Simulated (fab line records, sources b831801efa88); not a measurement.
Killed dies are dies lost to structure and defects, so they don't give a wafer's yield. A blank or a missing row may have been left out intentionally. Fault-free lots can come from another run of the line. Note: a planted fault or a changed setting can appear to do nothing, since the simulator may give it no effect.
Which tool did it? / flow sky130 / 24 lots, 72 wafers sampled, at 6 steps of a route of 708

== WHAT EACH GAUGE READ, for each wafer ==
SKY_VIA2_THK_MEAS_01. Usual: VIA2_HDPCVD_THK gives 1180 nm (standard deviation 12).
lot=L074; measured=day 35 01:49; on=film_metro-03; VIA2_HDPCVD_THK (nm)=1183 1161 1191; flag=
lot=L075; measured=day 35 16:58; on=film_metro-02; VIA2_HDPCVD_THK (nm)=1196 1185 1165; flag=
lot=L076; measured=day 35 23:05; on=film_metro-02; VIA2_HDPCVD_THK (nm)=1176 1186 1180; flag=
lot=L079; measured=day 36 22:22; on=film_metro-02; VIA2_HDPCVD_THK (nm)=1164 1171 1187; flag=
lot=L077; measured=day 37 00:01; on=film_metro-02; VIA2_HDPCVD_THK (nm)=1169 1179 1172; flag=
lot=L078; measured=day 37 00:19; on=film_metro-03; VIA2_HDPCVD_THK (nm)=1189 1184 1185; flag=
lot=L080; measured=day 37 10:10; on=film_metro-02; VIA2_HDPCVD_THK (nm)=1186 1175 1188; flag=
lot=L081; measured=day 37 15:11; on=film_metro-02; VIA2_HDPCVD_THK (nm)=1166 1180 1202; flag=
lot=L082; measured=day 37 18:38; on=film_metro-03; VIA2_HDPCVD_THK (nm)=1165 1184 1165; flag=
lot=L083; measured=day 38 03:36; on=film_metro-01; VIA2_HDPCVD_THK (nm)=1178 1176 1190; flag=
lot=L084; measured=day 38 12:31; on=film_metro-02; VIA2_HDPCVD_THK (nm)=1170 1176 1177; flag=
lot=L085; measured=day 38 20:44; on=film_metro-01; VIA2_HDPCVD_THK (nm)=1174 1173 1157; flag=
lot=L086; measured=day 39 05:31; on=film_metro-01; VIA2_HDPCVD_THK (nm)=1192 1179 1177; flag=
lot=L087; measured=day 39 10:44; on=film_metro-03; VIA2_HDPCVD_THK (nm)=1197 1194 1201; flag=
lot=L088; measured=day 39 12:59; on=film_metro-02; VIA2_HDPCVD_THK (nm)=1184 1188 1179; flag=
lot=L089; measured=day 39 23:09; on=film_metro-02; VIA2_HDPCVD_THK (nm)=1163 1179 1176; flag=
lot=L090; measured=day 40 06:41; on=film_metro-02; VIA2_HDPCVD_THK (nm)=1193 1201 1193; flag=
lot=L092; measured=day 40 15:33; on=film_metro-01; VIA2_HDPCVD_THK (nm)=1167 1186 1166; flag=
lot=L091; measured=day 40 16:23; on=film_metro-02; VIA2_HDPCVD_THK (nm)=1176 1142 1157; flag=
lot=L093; measured=day 40 19:02; on=film_metro-03; VIA2_HDPCVD_THK (nm)=1164 1202 1160; flag=
lot=L094; measured=day 41 12:23; on=film_metro-02; VIA2_HDPCVD_THK (nm)=1186 1168 1181; flag=
lot=L095; measured=day 41 20:48; on=film_metro-01; VIA2_HDPCVD_THK (nm)=1181 1189 1205; flag=
lot=L096; measured=day 42 01:17; on=film_metro-02; VIA2_HDPCVD_THK (nm)=1189 1173 1191; flag=
lot=L097; measured=day 42 11:28; on=film_metro-03; VIA2_HDPCVD_THK (nm)=1175 1180 1175; flag=

SKY_CAPM_OVL_MEAS_12. Usual: CAPM_OVL gives 0.5 nm (standard deviation 1.2).
lot=L074; measured=day 37 08:04; on=overlay-01; CAPM_OVL (nm)=0.2 0.5 0.0; flag=
lot=L075; measured=day 37 22:38; on=overlay-02; CAPM_OVL (nm)=0.3 -1.0 -1.7; flag=
lot=L076; measured=day 38 05:37; on=overlay-02; CAPM_OVL (nm)=2.2 3.2 3.8; flag=
lot=L079; measured=day 39 04:14; on=overlay-02; CAPM_OVL (nm)=0.7 1.8 1.5; flag=
lot=L077; measured=day 39 04:46; on=overlay-01; CAPM_OVL (nm)=0.9 0.6 0.9; flag=
lot=L078; measured=day 39 06:16; on=overlay-01; CAPM_OVL (nm)=1.9 1.7 2.0; flag=
lot=L080; measured=day 39 15:28; on=overlay-02; CAPM_OVL (nm)=-0.4 -0.5 0.4; flag=
lot=L081; measured=day 39 20:26; on=overlay-01; CAPM_OVL (nm)=0.6 1.0 -0.2; flag=
lot=L082; measured=day 39 23:38; on=overlay-01; CAPM_OVL (nm)=-0.4 -0.5 0.0; flag=
lot=L083; measured=day 40 08:37; on=overlay-02; CAPM_OVL (nm)=-0.4 -0.5 -0.6; flag=
lot=L084; measured=day 40 16:44; on=overlay-02; CAPM_OVL (nm)=1.3 0.2 -0.2; flag=
lot=L085; measured=day 40 23:39; on=overlay-02; CAPM_OVL (nm)=2.1 0.6 0.1; flag=
lot=L086; measured=day 41 09:02; on=overlay-02; CAPM_OVL (nm)=2.5 2.0 3.1; flag=
lot=L087; measured=day 41 13:47; on=overlay-02; CAPM_OVL (nm)=-0.1 1.1 0.8; flag=
lot=L088; measured=day 41 17:17; on=overlay-01; CAPM_OVL (nm)=-0.1 -0.1 -0.3; flag=
lot=L089; measured=day 42 01:07; on=overlay-02; CAPM_OVL (nm)=1.7 2.6 -0.8; flag=
lot=L090; measured=day 42 07:08; on=overlay-02; CAPM_OVL (nm)=0.1 -0.5 -0.8; flag=
lot=L092; measured=day 42 16:59; on=overlay-02; CAPM_OVL (nm)=1.2 1.2 2.0; flag=
lot=L091; measured=day 42 17:58; on=overlay-02; CAPM_OVL (nm)=0.1 1.1 0.8; flag=
lot=L093; measured=day 42 21:22; on=overlay-01; CAPM_OVL (nm)=0.2 0.4 1.5; flag=
lot=L094; measured=day 43 13:25; on=overlay-01; CAPM_OVL (nm)=-0.5 -0.3 -2.7; flag=
lot=L095; measured=day 43 21:59; on=overlay-02; CAPM_OVL (nm)=-0.6 -1.7 -1.0; flag=
lot=L096; measured=day 44 02:01; on=overlay-02; CAPM_OVL (nm)=0.0 0.5 -0.7; flag=
lot=L097; measured=day 44 11:46; on=overlay-01; CAPM_OVL (nm)=1.6 0.0 0.9; flag=

SKY_PASSIVATION_THK_MEAS_03. Usual: PASSIVATION_CVD_02_THK gives 543 nm (standard deviation 7).
lot=L074; measured=day 43 21:24; on=film_metro-04; PASSIVATION_CVD_02_THK (nm)=536 548 545; flag=
lot=L075; measured=day 44 08:05; on=film_metro-01; PASSIVATION_CVD_02_THK (nm)=543 550 557; flag=
lot=L076; measured=day 44 15:07; on=film_metro-03; PASSIVATION_CVD_02_THK (nm)=540 534 542; flag=
lot=L079; measured=day 45 08:35; on=film_metro-03; PASSIVATION_CVD_02_THK (nm)=535 544 544; flag=
lot=L077; measured=day 45 08:40; on=film_metro-04; PASSIVATION_CVD_02_THK (nm)=541 537 549; flag=
lot=L078; measured=day 45 12:16; on=film_metro-03; PASSIVATION_CVD_02_THK (nm)=549 551 553; flag=
lot=L080; measured=day 45 20:24; on=film_metro-04; PASSIVATION_CVD_02_THK (nm)=533 528 541; flag=
lot=L081; measured=day 45 23:01; on=film_metro-03; PASSIVATION_CVD_02_THK (nm)=539 541 549; flag=
lot=L082; measured=day 46 04:04; on=film_metro-01; PASSIVATION_CVD_02_THK (nm)=539 539 547; flag=
lot=L083; measured=day 46 10:23; on=film_metro-03; PASSIVATION_CVD_02_THK (nm)=540 540 550; flag=
lot=L084; measured=day 46 16:39; on=film_metro-04; PASSIVATION_CVD_02_THK (nm)=542 543 555; flag=
lot=L085; measured=day 46 22:53; on=film_metro-03; PASSIVATION_CVD_02_THK (nm)=525 545 542; flag=
lot=L086; measured=day 47 05:32; on=film_metro-04; PASSIVATION_CVD_02_THK (nm)=533 536 546; flag=
lot=L087; measured=day 47 12:19; on=film_metro-03; PASSIVATION_CVD_02_THK (nm)=539 543 541; flag=
lot=L088; measured=day 47 15:11; on=film_metro-04; PASSIVATION_CVD_02_THK (nm)=538 543 545; flag=
lot=L089; measured=day 47 21:34; on=film_metro-04; PASSIVATION_CVD_02_THK (nm)=541 533 543; flag=
lot=L090; measured=day 48 01:20; on=film_metro-03; PASSIVATION_CVD_02_THK (nm)=547 540 556; flag=
lot=L092; measured=day 48 09:37; on=film_metro-03; PASSIVATION_CVD_02_THK (nm)=540 546 550; flag=
lot=L091; measured=day 48 11:17; on=film_metro-03; PASSIVATION_CVD_02_THK (nm)=538 528 543; flag=
lot=L093; measured=day 48 14:24; on=film_metro-03; PASSIVATION_CVD_02_THK (nm)=536 533 547; flag=
lot=L094; measured=day 49 00:13; on=film_metro-01; PASSIVATION_CVD_02_THK (nm)=534 540 539; flag=
lot=L095; measured=day 49 10:05; on=film_metro-04; PASSIVATION_CVD_02_THK (nm)=538 540 548; flag=
lot=L096; measured=day 49 11:47; on=film_metro-03; PASSIVATION_CVD_02_THK (nm)=546 539 548; flag=
lot=L097; measured=day 49 17:15; on=film_metro-03; PASSIVATION_CVD_02_THK (nm)=534 528 543; flag=

== TOOL THAT RAN EACH LOT (tool first, then ch and the chambers of the sampled wafers, then the start) ==
lot=L074; SKY_CAP2M_CVD_00=pecvd-01 ch 0,2, day 39 15:56; SKY_VIA4_ETCH_12=rie_diel-04 ch 0,2,3, day 42 19:55; SKY_PASSIVATION_CVD_02=pecvd-04 ch 0,1,2, day 43 21:10
lot=L075; SKY_CAP2M_CVD_00=pecvd-03 ch 0,1,2, day 40 04:23; SKY_VIA4_ETCH_12=rie_diel-04 ch 0,2,3, day 43 06:28; SKY_PASSIVATION_CVD_02=pecvd-04 ch 0,2, day 44 07:51
lot=L076; SKY_CAP2M_CVD_00=pecvd-02 ch 0,1,2, day 40 12:06; SKY_VIA4_ETCH_12=rie_diel-03 ch 0,1,2, day 43 13:43; SKY_PASSIVATION_CVD_02=pecvd-01 ch 0,1,2, day 44 14:54
lot=L079; SKY_CAP2M_CVD_00=pecvd-02 ch 0,1, day 41 08:56; SKY_VIA4_ETCH_12=rie_diel-04 ch 0,1,3, day 44 07:15; SKY_PASSIVATION_CVD_02=pecvd-04 ch 0,1, day 45 08:22
lot=L077; SKY_CAP2M_CVD_00=pecvd-03 ch 0,1,2, day 41 09:16; SKY_VIA4_ETCH_12=rie_diel-01 ch 2,3, day 44 07:58; SKY_PASSIVATION_CVD_02=pecvd-03 ch 0,1, day 45 08:27
lot=L078; SKY_CAP2M_CVD_00=pecvd-02 ch 0,1, day 41 12:11; SKY_VIA4_ETCH_12=rie_diel-04 ch 1,2,3, day 44 11:49; SKY_PASSIVATION_CVD_02=pecvd-03 ch 0,1,2, day 45 12:01
lot=L080; SKY_CAP2M_CVD_00=pecvd-03 ch 0,1,2, day 41 20:44; SKY_VIA4_ETCH_12=rie_diel-04 ch 0,1,3, day 44 19:52; SKY_PASSIVATION_CVD_02=pecvd-01 ch 1,2, day 45 20:10
lot=L081; SKY_CAP2M_CVD_00=pecvd-01 ch 0,2, day 42 00:23; SKY_VIA4_ETCH_12=rie_diel-01 ch 1,2,3, day 44 23:25; SKY_PASSIVATION_CVD_02=pecvd-04 ch 1,2, day 45 22:48
lot=L082; SKY_CAP2M_CVD_00=pecvd-03 ch 1,2, day 42 04:50; SKY_VIA4_ETCH_12=rie_diel-03 ch 1,2,3, day 45 03:37; SKY_PASSIVATION_CVD_02=pecvd-04 ch 0,2, day 46 03:50
lot=L083; SKY_CAP2M_CVD_00=pecvd-03 ch 1,2, day 42 12:33; SKY_VIA4_ETCH_12=rie_diel-03 ch 1,3, day 45 10:52; SKY_PASSIVATION_CVD_02=pecvd-04 ch 0,1, day 46 10:10
lot=L084; SKY_CAP2M_CVD_00=pecvd-02 ch 0,1, day 42 20:18; SKY_VIA4_ETCH_12=rie_diel-03 ch 0,1, day 45 16:43; SKY_PASSIVATION_CVD_02=pecvd-03 ch 1,2, day 46 16:25
lot=L085; SKY_CAP2M_CVD_00=pecvd-03 ch 0,1,2, day 43 02:40; SKY_VIA4_ETCH_12=rie_diel-04 ch 1,2, day 45 22:55; SKY_PASSIVATION_CVD_02=pecvd-01 ch 0,1,2, day 46 22:38
lot=L086; SKY_CAP2M_CVD_00=pecvd-02 ch 0,2, day 43 11:11; SKY_VIA4_ETCH_12=rie_diel-01 ch 0,2,3, day 46 06:16; SKY_PASSIVATION_CVD_02=pecvd-01 ch 1,2, day 47 05:18
lot=L087; SKY_CAP2M_CVD_00=pecvd-01 ch 0,2, day 43 16:26; SKY_VIA4_ETCH_12=rie_diel-01 ch 0,1,2, day 46 12:45; SKY_PASSIVATION_CVD_02=pecvd-03 ch 0,1,2, day 47 12:06
lot=L088; SKY_CAP2M_CVD_00=pecvd-03 ch 1,2, day 43 19:59; SKY_VIA4_ETCH_12=rie_diel-04 ch 0,2,3, day 46 15:40; SKY_PASSIVATION_CVD_02=pecvd-03 ch 0,1, day 47 14:58
lot=L089; SKY_CAP2M_CVD_00=pecvd-01 ch 0,1,2, day 44 04:23; SKY_VIA4_ETCH_12=rie_diel-04 ch 0,1,3, day 46 22:27; SKY_PASSIVATION_CVD_02=pecvd-04 ch 0,1, day 47 21:20
lot=L090; SKY_CAP2M_CVD_00=pecvd-01 ch 1,2, day 44 09:14; SKY_VIA4_ETCH_12=rie_diel-01 ch 2,3, day 47 02:40; SKY_PASSIVATION_CVD_02=pecvd-03 ch 0,1, day 48 01:06
lot=L092; SKY_CAP2M_CVD_00=pecvd-03 ch 0,1, day 44 18:36; SKY_VIA4_ETCH_12=rie_diel-03 ch 1,2,3, day 47 11:27; SKY_PASSIVATION_CVD_02=pecvd-03 ch 0,1,2, day 48 09:23
lot=L091; SKY_CAP2M_CVD_00=pecvd-01 ch 1,2, day 44 20:01; SKY_VIA4_ETCH_12=rie_diel-04 ch 0,2, day 47 13:43; SKY_PASSIVATION_CVD_02=pecvd-04 ch 0,2, day 48 11:04
lot=L093; SKY_CAP2M_CVD_00=pecvd-03 ch 1,2, day 44 22:53; SKY_VIA4_ETCH_12=rie_diel-04 ch 0,1,2, day 47 15:28; SKY_PASSIVATION_CVD_02=pecvd-03 ch 0,2, day 48 14:10
lot=L094; SKY_CAP2M_CVD_00=pecvd-01 ch 0,1,2, day 45 13:38; SKY_VIA4_ETCH_12=rie_diel-04 ch 0,1,3, day 48 03:34; SKY_PASSIVATION_CVD_02=pecvd-03 ch 1,2, day 48 23:58
lot=L095; SKY_CAP2M_CVD_00=pecvd-03 ch 0,2, day 45 22:07; SKY_VIA4_ETCH_12=rie_diel-04 ch 0,1,2, day 48 13:10; SKY_PASSIVATION_CVD_02=pecvd-01 ch 0,1,2, day 49 09:50
lot=L096; SKY_CAP2M_CVD_00=pecvd-03 ch 1,2, day 46 02:14; SKY_VIA4_ETCH_12=rie_diel-03 ch 1,3, day 48 15:22; SKY_PASSIVATION_CVD_02=pecvd-01 ch 0,2, day 49 11:34
lot=L097; SKY_CAP2M_CVD_00=pecvd-03 ch 0,1,2, day 46 09:47; SKY_VIA4_ETCH_12=rie_diel-03 ch 0,1,2, day 48 20:58; SKY_PASSIVATION_CVD_02=pecvd-03 ch 0,1,2, day 49 17:01
- SKY_CAP2M_CVD_00: deposits SiO2, target thk 15.5 nm.
- SKY_VIA4_ETCH_12: etches SiO2 in C4F8/O2/Ar, stops on TiN, target depth 580 nm.
- SKY_PASSIVATION_CVD_02: deposits Si3N4, target thk 540 nm.

== AS READ BY THE TOOLS THEMSELVES (means over the sampled wafers that have a number; for cases with no such wafer, the mark the record gives instead) ==
SKY_CAP2M_CVD_00. Usual: heater_power_w 746 W, standard deviation 80; susceptor_temp_C 400.02 C, standard deviation 0.22.
lot=L074; tool=pecvd-01; heater_power_w (W)=885; susceptor_temp_C (C)=399.88; flag=
lot=L075; tool=pecvd-03; heater_power_w (W)=723; susceptor_temp_C (C)=400.09; flag=
lot=L076; tool=pecvd-02; heater_power_w (W)=653; susceptor_temp_C (C)=400.33; flag=
lot=L079; tool=pecvd-02; heater_power_w (W)=752; susceptor_temp_C (C)=400.05; flag=
lot=L077; tool=pecvd-03; heater_power_w (W)=715; susceptor_temp_C (C)=400.07; flag=
lot=L078; tool=pecvd-02; heater_power_w (W)=715; susceptor_temp_C (C)=400.05; flag=
lot=L080; tool=pecvd-03; heater_power_w (W)=733; susceptor_temp_C (C)=400.15; flag=
lot=L081; tool=pecvd-01; heater_power_w (W)=829; susceptor_temp_C (C)=399.96; flag=
lot=L082; tool=pecvd-03; heater_power_w (W)=771; susceptor_temp_C (C)=400.28; flag=
lot=L083; tool=pecvd-03; heater_power_w (W)=710; susceptor_temp_C (C)=400.09; flag=
lot=L084; tool=pecvd-02; heater_power_w (W)=712; susceptor_temp_C (C)=399.92; flag=
lot=L085; tool=pecvd-03; heater_power_w (W)=715; susceptor_temp_C (C)=399.93; flag=
lot=L086; tool=pecvd-02; heater_power_w (W)=656; susceptor_temp_C (C)=399.91; flag=
lot=L087; tool=pecvd-01; heater_power_w (W)=813; susceptor_temp_C (C)=399.88; flag=
lot=L088; tool=pecvd-03; heater_power_w (W)=770; susceptor_temp_C (C)=399.94; flag=
lot=L089; tool=pecvd-01; heater_power_w (W)=751; susceptor_temp_C (C)=399.93; flag=
lot=L090; tool=pecvd-01; heater_power_w (W)=815; susceptor_temp_C (C)=400.25; flag=
lot=L092; tool=pecvd-03; heater_power_w (W)=697; susceptor_temp_C (C)=400.05; flag=
lot=L091; tool=pecvd-01; heater_power_w (W)=774; susceptor_temp_C (C)=400.08; flag=
lot=L093; tool=pecvd-03; heater_power_w (W)=749; susceptor_temp_C (C)=399.87; flag=
lot=L094; tool=pecvd-01; heater_power_w (W)=800; susceptor_temp_C (C)=399.90; flag=
lot=L095; tool=pecvd-03; heater_power_w (W)=781; susceptor_temp_C (C)=399.97; flag=
lot=L096; tool=pecvd-03; heater_power_w (W)=752; susceptor_temp_C (C)=400.12; flag=
lot=L097; tool=pecvd-03; heater_power_w (W)=702; susceptor_temp_C (C)=399.72; flag=

SKY_VIA4_ETCH_12. Usual: 0.926 a.u. for oes_product_au, sd 0.0048.
lot=L074; tool=rie_diel-04; oes_product_au (a.u.)=0.922; flag=
lot=L075; tool=rie_diel-04; oes_product_au (a.u.)=0.923; flag=
lot=L076; tool=rie_diel-03; oes_product_au (a.u.)=0.926; flag=
lot=L079; tool=rie_diel-04; oes_product_au (a.u.)=0.930; flag=
lot=L077; tool=rie_diel-01; oes_product_au (a.u.)=0.929; flag=
lot=L078; tool=rie_diel-04; oes_product_au (a.u.)=0.925; flag=
lot=L080; tool=rie_diel-04; oes_product_au (a.u.)=0.922; flag=
lot=L081; tool=rie_diel-01; oes_product_au (a.u.)=0.928; flag=
lot=L082; tool=rie_diel-03; oes_product_au (a.u.)=0.930; flag=
lot=L083; tool=rie_diel-03; oes_product_au (a.u.)=0.932; flag=
lot=L084; tool=rie_diel-03; oes_product_au (a.u.)=0.930; flag=
lot=L085; tool=rie_diel-04; oes_product_au (a.u.)=0.923; flag=
lot=L086; tool=rie_diel-01; oes_product_au (a.u.)=0.927; flag=
lot=L087; tool=rie_diel-01; oes_product_au (a.u.)=0.924; flag=
lot=L088; tool=rie_diel-04; oes_product_au (a.u.)=0.934; flag=
lot=L089; tool=rie_diel-04; oes_product_au (a.u.)=0.926; flag=
lot=L090; tool=rie_diel-01; oes_product_au (a.u.)=0.929; flag=
lot=L092; tool=rie_diel-03; oes_product_au (a.u.)=0.928; flag=
lot=L091; tool=rie_diel-04; oes_product_au (a.u.)=0.925; flag=
lot=L093; tool=rie_diel-04; oes_product_au (a.u.)=0.930; flag=
lot=L094; tool=rie_diel-04; oes_product_au (a.u.)=0.926; flag=
lot=L095; tool=rie_diel-04; oes_product_au (a.u.)=0.928; flag=
lot=L096; tool=rie_diel-03; oes_product_au (a.u.)=0.925; flag=
lot=L097; tool=rie_diel-03; oes_product_au (a.u.)=0.921; flag=

SKY_PASSIVATION_CVD_02. Usual: heater_power_w 719 W, standard deviation 89; susceptor_temp_C 399.97 C, standard deviation 0.22.
lot=L074; tool=pecvd-04; heater_power_w (W)=683; susceptor_temp_C (C)=400.00; flag=
lot=L075; tool=pecvd-04; heater_power_w (W)=667; susceptor_temp_C (C)=400.19; flag=
lot=L076; tool=pecvd-01; heater_power_w (W)=786; susceptor_temp_C (C)=400.01; flag=
lot=L079; tool=pecvd-04; heater_power_w (W)=598; susceptor_temp_C (C)=400.17; flag=
lot=L077; tool=pecvd-03; heater_power_w (W)=748; susceptor_temp_C (C)=400.15; flag=
lot=L078; tool=pecvd-03; heater_power_w (W)=744; susceptor_temp_C (C)=399.95; flag=
lot=L080; tool=pecvd-01; heater_power_w (W)=838; susceptor_temp_C (C)=400.24; flag=
lot=L081; tool=pecvd-04; heater_power_w (W)=576; susceptor_temp_C (C)=399.89; flag=
lot=L082; tool=pecvd-04; heater_power_w (W)=695; susceptor_temp_C (C)=399.96; flag=
lot=L083; tool=pecvd-04; heater_power_w (W)=615; susceptor_temp_C (C)=400.20; flag=
lot=L084; tool=pecvd-03; heater_power_w (W)=720; susceptor_temp_C (C)=399.89; flag=
lot=L085; tool=pecvd-01; heater_power_w (W)=795; susceptor_temp_C (C)=399.92; flag=
lot=L086; tool=pecvd-01; heater_power_w (W)=809; susceptor_temp_C (C)=399.91; flag=
lot=L087; tool=pecvd-03; heater_power_w (W)=733; susceptor_temp_C (C)=399.91; flag=
lot=L088; tool=pecvd-03; heater_power_w (W)=728; susceptor_temp_C (C)=399.82; flag=
lot=L089; tool=pecvd-04; heater_power_w (W)=633; susceptor_temp_C (C)=399.91; flag=
lot=L090; tool=pecvd-03; heater_power_w (W)=721; susceptor_temp_C (C)=399.96; flag=
lot=L092; tool=pecvd-03; heater_power_w (W)=757; susceptor_temp_C (C)=399.75; flag=
lot=L091; tool=pecvd-04; heater_power_w (W)=658; susceptor_temp_C (C)=399.98; flag=
lot=L093; tool=pecvd-03; heater_power_w (W)=759; susceptor_temp_C (C)=399.94; flag=
lot=L094; tool=pecvd-03; heater_power_w (W)=713; susceptor_temp_C (C)=399.78; flag=
lot=L095; tool=pecvd-01; heater_power_w (W)=770; susceptor_temp_C (C)=400.07; flag=
lot=L096; tool=pecvd-01; heater_power_w (W)=810; susceptor_temp_C (C)=400.11; flag=
lot=L097; tool=pecvd-03; heater_power_w (W)=745; susceptor_temp_C (C)=399.83; flag=

== THE ANSWER, worked out from the rows above alone ==
Rule: a lot is off if the mean of its wafers that have a number lies more than 3 standard deviations from the usual mean. A lot without any number at a reading at which 4 lots or more have one is off too. All remaining lots with rows at the step are treated as sound. After the gauges, taken in route order, come the tools' own readings; for these a lot's mean is taken, as printed above. The first step at which some lot is off is used, and at that step the reading that is off furthest; a lot without a number counts as furthest.
Across all readings shown, no lot is off: no conclusion can be drawn from this.

== WHAT WAS PUT IN BY THE SIMULATOR ==
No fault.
